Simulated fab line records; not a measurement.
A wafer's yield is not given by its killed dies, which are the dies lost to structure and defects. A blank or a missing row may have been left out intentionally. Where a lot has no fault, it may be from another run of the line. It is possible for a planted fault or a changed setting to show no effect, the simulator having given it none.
Comparing a struck lot with a sound one	flow sky130	23 out of 708 route steps
Sound: these wafers, L862.3, L862.5, L862.6. Wafers L867.1, L867.4, L867.5 were the ones struck. At the end, the cause is stated.
At each step with rows: each side's tool, then ch and its chambers, then its first start. Under that, the readings that differ: sound wafers	struck wafers	difference of the means	sigmas: that difference in standard deviations of wafers without a fault.
alike: readings whose means differ by less than 2 such deviations, and words and numbers that are the same on both sides. not compared: withheld readings, readings that some wafer has no value for, bounds like >300 that may hide the same value, and numbers for which the record gives no deviation and whose values overlap.
A row with sigmas, a row that says differs or no value, or rows on one side alone: a step with any of these is where the two part. Numbers that don't overlap but have no deviation are shown without sigmas and don't part them. Lack of a reading on every wafer of one side parts them only where that side has two or more wafers.

first, 6 steps without rows for these wafers: SKY_METAL5_HMDS_08 (prime time 60 s); SKY_METAL5_COAT_09 (resist thk 1800 nm); SKY_METAL5_SOFTBAKE_10 (time 60 s); SKY_METAL5_EXPOSE_11 (exposes mask MM5, target cd 1600 nm); SKY_METAL5_PEB_12; SKY_METAL5_DEVELOP_13 (develop time 60 s).
SKY_METAL5_DESCUM_14: chemistry O2, time 11 s.
  sound on rie metal-01 ch 0,1, day 44 19:38; struck on rie metal-02 ch 0, day 45 23:59
  alike: drypump motor current A, oes product au
  not compared: rf hours counter h
SKY_METAL5_METAL_ETCH_15: etches the open film in Cl2/BCl3, stops on SiO2, target depth 1260 nm, time 252 s.
  sound on rie metal-01 ch 0,1, day 44 19:44; struck on rie metal-02 ch 0, day 46 00:01
  alike: bcl3 flow sccm, drypump motor current A, oes product au, throttle valve pct
  not compared: rf hours counter h
SKY_METAL5_STRIP_16: strips in O2/N2.
  sound on plasma asher-02 ch 0,1, day 44 19:55; struck on plasma asher-02 ch 0, day 46 00:16
  alike: drypump motor current A, oes product au, strip time to endpoint s
  not compared: rf hours counter h
then, 3 steps without rows for these wafers: SKY_METAL5_STRIP_17 (strips in post etch residue remover, time 1200 s); SKY_METAL5_CLEAN_18 (cleans in IPA, time 180 s); SKY_METAL5_CLEAN_19 (cleans in O3/DIW).
SKY_PASSIVATION_CVD_00: deposits SiO2, target thk 90 nm.
  sound on pecvd-01 ch 0,1, day 44 20:31; struck on pecvd-03 ch 0,1,2, day 46 01:17
  no value came back on the struck wafers for heater power outer w (W), heater power w (W); on the sound wafers heater power outer w (W) reads 375 378 455
SKY_PASSIVATION_CVD_02: deposits Si3N4, target thk 540 nm.
  sound on pecvd-04 ch 1,2, day 44 20:36; struck on pecvd-04 ch 0,1, day 46 01:22
  alike: heater power outer w, heater power w
then, 7 steps without rows for these wafers: SKY_PASSIVATION_DEHYDRATE_04 (time 60 s); SKY_PASSIVATION_HMDS_05 (prime time 60 s); SKY_PASSIVATION_COAT_06 (resist thk 3000 nm); SKY_PASSIVATION_SOFTBAKE_07; SKY_PASSIVATION_EXPOSE_08 (exposes mask NSM, target cd 3000 nm); SKY_PASSIVATION_PEB_09; SKY_PASSIVATION_DEVELOP_10 (develop time 60 s).
SKY_PASSIVATION_ETCH_11: etches the open film in CF4/O2, stops on AlCu, target depth 725 nm, time 161.1 s.
  sound on rie diel-04 ch 0,3, day 45 18:02; struck on rie diel-04 ch 0,1,3, day 46 22:04
reading	sound	struck	difference	sigmas
model.etch.depth nm (nm)	701.6 706.4 709.4	717.8 721.1 720.1	+13.9	
model.PASSIVATION.feature depth nm (nm)	701.6 706.4 709.4	717.8 721.1 720.1	+13.9	
  alike: drypump motor current A, oes product au, throttle valve pct
  not compared: rf hours counter h
SKY_PASSIVATION_STRIP_12: strips in O2/N2.
  sound on plasma asher-01 ch 0,1, day 45 18:10; struck on plasma asher-04 ch 0,1, day 46 22:11
  alike: drypump motor current A, oes product au, strip time to endpoint s
  not compared: rf hours counter h

== WHERE THEY PART ==
At SKY_PASSIVATION_CVD_00 and nowhere else, as far as this record goes. Later steps at which nothing parts them and some readings are alike: SKY_PASSIVATION_CVD_02, SKY_PASSIVATION_ETCH_11, SKY_PASSIVATION_STRIP_12.

WHY: the cause the simulator had injected
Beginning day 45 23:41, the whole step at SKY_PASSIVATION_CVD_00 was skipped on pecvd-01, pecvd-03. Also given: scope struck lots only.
